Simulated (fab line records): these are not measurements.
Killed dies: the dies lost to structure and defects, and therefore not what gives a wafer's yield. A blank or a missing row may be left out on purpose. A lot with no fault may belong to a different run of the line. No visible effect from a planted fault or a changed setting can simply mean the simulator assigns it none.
A struck lot beside a sound one -- flow gf180mcu -- 42 steps out of a route of 602
Sound: wafers L657.1, L657.3, L657.4. Struck: wafers L667.4, L667.5, L667.6. At the end, the cause is stated.
Each step with rows lists, per side, the tool, then ch with its chambers, then its first start. Under that, the readings that differ: sound wafers -- struck wafers -- difference of the means -- sigmas: that difference in standard deviations of wafers without a fault.
alike: readings whose means differ by less than 2 such deviations, and words and numbers that are the same on both sides. not compared: withheld readings, readings that some wafer has no value for, bounds like >300 that may hide the same value, and numbers for which the record gives no deviation and whose values overlap.
The two part at a step that has a row with sigmas, a row that says differs or no value, or rows on one side only. Non-overlapping numbers with no deviation appear without sigmas and do not part them. Lack of a reading on every wafer of one side parts them only where that side has two or more wafers.

first, 2 steps without rows for these wafers: GF_MVSD_IMPLANT_08; GF_MVSD_IMPLANT_09.
GF_MVSD_STRIP_10: strips in O2/N2.
  sound on plasma asher-03 ch 0,1, day 5 15:34; struck on plasma asher-03 ch 0,1, day 7 21:54
reading,sound,struck,difference,sigmas
strip time to endpoint s (s),37.08 36.93 37.06,37.23 37.17 37.28,+0.20,+2
  alike: drypump motor current A, heater power w, n2 flow sccm, oes product au
  not compared: rf hours counter h
GF_MVSD_TW_MEAS_11:
  sound on film metro-04 at day 5 15:40; struck on film metro-01 at day 7 22:00
  alike: MVSD_TW
then, 7 steps without rows for these wafers: GF_MVPSD_DEHYDRATE_00 (time 60 s); GF_MVPSD_HMDS_01 (prime time 60 s); GF_MVPSD_COAT_02 (resist thk 3000 nm); GF_MVPSD_SOFTBAKE_03; GF_MVPSD_EXPOSE_04 (exposes mask MVPSD, target cd 1000 nm); GF_MVPSD_PEB_05; GF_MVPSD_DEVELOP_06 (develop time 60 s).
GF_MVPSD_OVL_MEAS_07:
  sound on overlay-01 at day 6 05:29; struck on overlay-02 at day 8 13:04
  alike: MVPSD_OVL
GF_MVPSD_IMPLANT_08:
  sound on implanter-02 ch 0, day 6 05:31; struck on implanter-03 ch 0, day 8 13:10
reading,sound,struck,difference,sigmas
tilt deg (degrees),0.006 0.014 -0.015,3.675 3.656 3.655,+3.660,+99 or more
following that, these wafers have no rows for 1 step: GF_MVPSD_IMPLANT_09.
GF_MVPSD_STRIP_10: strips in O2/N2.
  sound on plasma asher-01 ch 0,1, day 6 05:49; struck on plasma asher-01 ch 0,1, day 8 13:25
reading,sound,struck,difference,sigmas
strip time to endpoint s (s),36.93 36.94 36.93,37.11 37.20 37.14,+0.22,+2
  alike: drypump motor current A, heater power w, n2 flow sccm, oes product au
  not compared: rf hours counter h
GF_MVPSD_TW_MEAS_11:
  sound on film metro-01 at day 6 05:55; struck on film metro-03 at day 8 13:45
reading,sound,struck,difference,sigmas
MVPSD_TW,548 551 549,612 610 611,+62,+13
  not compared: hold
then, 6 steps without rows for these wafers: GF_VT_IMPLANT_HMDS_01 (prime time 60 s); GF_VT_IMPLANT_COAT_02 (resist thk 1000 nm); GF_VT_IMPLANT_SOFTBAKE_03 (time 60 s); GF_VT_IMPLANT_EXPOSE_04 (exposes mask LVPWELL LV AREA, target cd 600 nm); GF_VT_IMPLANT_PEB_05; GF_VT_IMPLANT_DEVELOP_06 (develop time 60 s).
GF_VT_IMPLANT_OVL_MEAS_07:
  sound on overlay-01 at day 6 19:53; struck on overlay-01 at day 9 05:34
  alike: VT_IMPLANT_OVL
following that, these wafers have no rows for 1 step: GF_VT_IMPLANT_IMPLANT_08.
GF_VT_IMPLANT_STRIP_09: strips in O2/N2.
  sound on plasma asher-03 ch 0,1, day 6 20:04; struck on plasma asher-02 ch 0,1, day 9 05:46
  alike: drypump motor current A, heater power w, n2 flow sccm, oes product au, strip time to endpoint s
  not compared: rf hours counter h
GF_VT_IMPLANT_TW_MEAS_10:
  sound on film metro-02 at day 6 20:10; struck on film metro-02 at day 9 05:52
  alike: VT_IMPLANT_TW
then, 7 steps without rows for these wafers: GF_VT_IMPLANT_DEHYDRATE_11 (time 60 s); GF_VT_IMPLANT_HMDS_12 (prime time 60 s); GF_VT_IMPLANT_COAT_13 (resist thk 1000 nm); GF_VT_IMPLANT_SOFTBAKE_14 (time 60 s); GF_VT_IMPLANT_EXPOSE_15 (exposes mask Nwell LV AREA, target cd 860 nm); GF_VT_IMPLANT_PEB_16; GF_VT_IMPLANT_DEVELOP_17 (develop time 60 s).
GF_VT_IMPLANT_OVL_MEAS_18:
  sound on overlay-01 at day 7 10:24; struck on overlay-01 at day 9 23:30
  alike: VT_IMPLANT_01_OVL
following that, these wafers have no rows for 1 step: GF_VT_IMPLANT_IMPLANT_19.
GF_VT_IMPLANT_STRIP_20: strips in O2/N2.
  sound on plasma asher-03 ch 0,1, day 7 10:35; struck on plasma asher-03 ch 0,1, day 9 23:42
  alike: drypump motor current A, heater power w, n2 flow sccm, oes product au, strip time to endpoint s
  not compared: rf hours counter h
GF_VT_IMPLANT_TW_MEAS_21:
  sound on film metro-02 at day 7 10:41; struck on film metro-02 at day 9 23:47
  alike: VT_IMPLANT_2_TW
then, 4 steps without rows for these wafers: GF_VT_IMPLANT_DEHYDRATE_22 (time 60 s); GF_VT_IMPLANT_HMDS_23 (prime time 60 s); GF_VT_IMPLANT_COAT_24 (resist thk 1000 nm); GF_VT_IMPLANT_SOFTBAKE_25 (time 60 s).
GF_VT_IMPLANT_RS_MEAS_49: a four-point-probe measurement.
  sound on film metro-03 at day 8 19:20; struck on film metro-04 at day 11 12:02
reading,sound,struck,difference,sigmas
MVPSD_RS (ohm/sq),1177.1 1174.2 1175.8,1330.2 1331.0 1329.4,+154.5,+53
  not compared: hold

== WHERE THEY PART ==
At GF_MVSD_STRIP_10 first; at GF_VT_IMPLANT_RS_MEAS_49 last (within this record only).

WHY: what the simulator had put in
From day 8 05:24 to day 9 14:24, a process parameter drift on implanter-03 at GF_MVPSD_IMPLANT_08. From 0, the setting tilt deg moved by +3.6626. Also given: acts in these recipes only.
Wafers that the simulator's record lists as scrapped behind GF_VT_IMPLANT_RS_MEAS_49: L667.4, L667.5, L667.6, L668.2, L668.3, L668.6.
